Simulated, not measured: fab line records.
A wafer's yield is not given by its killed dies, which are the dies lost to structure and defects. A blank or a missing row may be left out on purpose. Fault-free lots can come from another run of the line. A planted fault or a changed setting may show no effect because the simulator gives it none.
Comparing a struck lot with a sound one    flow sky130    15 steps out of a route of 708
Sound: wafers L353.2, L353.3, L353.5. Struck: wafer L363.2. (L363.1, L363.4 of the same lot were not struck and are left out.) The cause comes at the end.
For every step that has rows: the tool of each side, followed by ch and its chambers, followed by its first start. Under that, the readings that differ: sound wafers    struck wafers    difference of the means    sigmas: that difference in standard deviations of wafers without a fault.
alike: a reading whose means differ by less than 2 such deviations, as well as words and numbers matching on both sides. not compared: withheld readings; readings where some wafer has no value; bounds like >300 that might hide an equal value; numbers whose values overlap and for which the record gives no deviation.
A row with sigmas, a row that says differs or no value, or rows on one side alone: a step with any of these is where the two part. Numbers that don't overlap but have no deviation are shown without sigmas and don't part them. Lack of a reading on every wafer of one side parts them only where that side has two or more wafers.

first, 4 steps without rows for these wafers: SKY_LI_CONTACT_SOFTBAKE_08 (time 90 s); SKY_LI_CONTACT_EXPOSE_09 (exposes mask LICM1, target cd 170 nm); SKY_LI_CONTACT_PEB_10; SKY_LI_CONTACT_DEVELOP_11 (develop time 58.31 s).
SKY_LI_CONTACT_CD_MEAS_12 targets a cd of 170 nm.
  struck on cd-sem-02, day 33 16:35; sound on cd-sem-02, day 30 19:12
  alike: cd-nm
SKY_LI_CONTACT_OVL_MEAS_13:
  struck on overlay-01, day 33 16:42; sound on overlay-01, day 30 19:18
  alike: LI_CONTACT_OVL
SKY_LI_CONTACT_ETCH_14: etches BARC in N2/H2, stops on SiO2, time 45.9 s, target depth 60 nm.
  sound on rie-diel-03 ch 0,3, day 30 19:20; struck on rie-diel-01 ch 0, day 33 16:44
  alike: drypump-motor-current-A, oes-product-au, throttle-valve-pct
  not compared: rf-hours-counter-h
SKY_LI_CONTACT_ETCH_15: etches PSG in C4F8/O2/Ar, stops on Si, target depth 600 nm.
  sound on rie-diel-03 ch 0,3, day 30 19:22; struck on rie-diel-01 ch 0, day 33 16:46
  alike: oes-product-au
SKY_LI_CONTACT_STRIP_16: strips in O2/N2.
  sound on plasma-asher-02 ch 0,1, day 30 19:28; struck on plasma-asher-01 ch 1, day 33 16:52
  alike: drypump-motor-current-A, oes-product-au, strip-time-to-endpoint-s
  not compared: rf-hours-counter-h
then, 2 steps without rows for these wafers: SKY_LI_CONTACT_CLEAN_17 (cleans in NMP, time 600 s); SKY_LI_CONTACT_PRE_CLEAN_18 (time 5.6 s).
SKY_LI_CONTACT_SPUTTER_19: material Ti, target thk 20 nm, time 106.37 s.
  struck on pvd-sputter-04, day 33 17:10; sound on pvd-sputter-04, day 30 19:45
  alike: chamber-pressure-pa, throttle-valve-pct
SKY_LI_CONTACT_SPUTTER_20: material TiN, target thk 20 nm, time 80 s.
  struck on pvd-sputter-04, day 33 17:15; sound on pvd-sputter-04, day 30 19:50
reading                                         sound              struck  difference  sigmas
chamber-pressure-pa (Pa)                        4.988 5.010 4.997  5.219   +0.221      +20
model.TiN_of_LI_CONTACT_SPUTTER_20.thk-nm (nm)  20.3 20.55 20.18   19.64   -0.70       
  alike: throttle-valve-pct
SKY_LI_CONTACT_CVD_21: deposits W, target thk 400 nm, time 120.56 s.
  sound on cvd-w-02 ch 0,1, day 30 19:53; struck on cvd-w-01 ch 1, day 33 17:19
  alike: heater-power-w
-- here the record skips 15 days between the struck wafers' starts before and after, leaving off in module LI_CONTACT and picking up in module PAD_OPEN (first step shown: number 708 of the route) --
SKY_PAD_OPEN_PROBE_99:
  record: rows for the struck wafers here (prober-01, day 49 02:56), none for the sound ones

== WHERE THEY PART ==
At SKY_LI_CONTACT_SPUTTER_20 first; at SKY_PAD_OPEN_PROBE_99 last (within this record only).

WHY: what the simulator had put in
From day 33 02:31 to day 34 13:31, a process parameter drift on pvd-sputter-04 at SKY_LI_CONTACT_SPUTTER_20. Setting chamber-pressure-pa, moved by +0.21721, from 5. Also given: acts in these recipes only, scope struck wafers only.
